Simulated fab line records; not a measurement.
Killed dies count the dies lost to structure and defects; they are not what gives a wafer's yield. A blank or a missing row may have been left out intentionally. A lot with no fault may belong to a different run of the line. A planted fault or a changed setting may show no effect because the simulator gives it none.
Struck lot and sound lot, side by side || flow gf180mcu || 18 steps out of a route of 602
Sound: wafers L282.2, L282.3, L282.5. Wafers struck: L288.2, L288.5, L288.6. At the end, the cause is stated.
Per side, at each step with rows, come the tool, then ch with its chambers, and then its first start. Under that, the readings that differ: sound wafers || struck wafers || difference of the means || sigmas: that difference in standard deviations of wafers without a fault.
alike: words and numbers the same on both sides, and readings whose means are apart by under 2 such deviations; not compared: readings that were withheld, readings missing a value for some wafer, numbers with overlapping values and no deviation given by the record, and bounds like >300 which may hide the same value.
Wherever a step has rows on one side only, a row that says differs or no value, or a row with sigmas, the two part there. Numbers that have no deviation but don't overlap get no sigmas and don't part them. A reading missing from all wafers of one side parts the sides only when that side holds two or more wafers.

first, 3 steps without rows for these wafers: GF_HV_LDD_EXPOSE_16 (exposes mask Pplus LV AREA, target cd 400 nm); GF_HV_LDD_PEB_17; GF_HV_LDD_DEVELOP_18 (develop time 60 s).
GF_HV_LDD_CD_MEAS_19: target cd 400 nm.
  sound: cd sem-02 at day 14 20:02; struck: cd sem-01 at day 16 10:53
  alike: cd nm
GF_HV_LDD_OVL_MEAS_20:
  sound: overlay-02 at day 14 20:09; struck: overlay-01 at day 16 11:00
  alike: HV_LDD_01_OVL
next, for these wafers, 1 step has no rows: GF_HV_LDD_IMPLANT_21.
GF_HV_LDD_STRIP_22: strips in O2/N2.
  sound on plasma asher-01 ch 0,1, day 14 20:20; struck on plasma asher-01 ch 0,1, day 16 11:11
  alike: drypump motor current A, heater power w, oes product au, strip time to endpoint s
  not compared: rf hours counter h
GF_HV_LDD_TW_MEAS_23:
  sound: film metro-03 at day 14 20:26; struck: film metro-01 at day 16 11:17
  alike: HV_LDD_2_TW
then, 4 steps without rows for these wafers: GF_HV_LDD_DEHYDRATE_24 (time 60 s); GF_HV_LDD_HMDS_25 (prime time 60 s); GF_HV_LDD_COAT_26 (resist thk 1000 nm); GF_HV_LDD_SOFTBAKE_27 (time 60 s).
GF_HV_LDD_EXPOSE_28: exposes mask Nplus HV AREA, target cd 400 nm.
  sound on iline stepper-01 ch 0, day 15 06:52; struck on iline stepper-01 ch 0, day 16 22:28
{"reading": "exposure dose mJ cm2", "sound": "139.95 140.02 140.16", "struck": "134.30 134.41 134.39", "difference": -5.68, "sigmas": -41}
  alike: mask, reticle temp C
then, 2 steps without rows for these wafers: GF_HV_LDD_PEB_29; GF_HV_LDD_DEVELOP_30 (develop time 60 s).
GF_HV_LDD_CD_MEAS_31: target cd 400 nm.
  sound: cd sem-02 at day 15 17:26; struck: cd sem-01 at day 17 09:35
{"reading": "cd nm (nm)", "sound": "398.8 399.4 400.7", "struck": "387.5 387.9 388.4", "difference": -11.7, "sigmas": -6}
GF_HV_LDD_OVL_MEAS_32:
  sound: overlay-02 at day 15 17:33; struck: overlay-01 at day 17 09:42
  alike: HV_LDD_02_OVL
next, for these wafers, 1 step has no rows: GF_PASSIVATION_PROBE_99.

== WHERE THEY PART ==
First at GF_HV_LDD_EXPOSE_28; last, within this record, at GF_HV_LDD_CD_MEAS_31. Later steps at which nothing parts them and some readings are alike: GF_HV_LDD_OVL_MEAS_32.

WHY: what had been put in by the simulator
Process parameters drifting: iline stepper-01 at GF_HV_LDD_EXPOSE_28, beginning at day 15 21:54. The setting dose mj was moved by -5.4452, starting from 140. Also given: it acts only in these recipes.
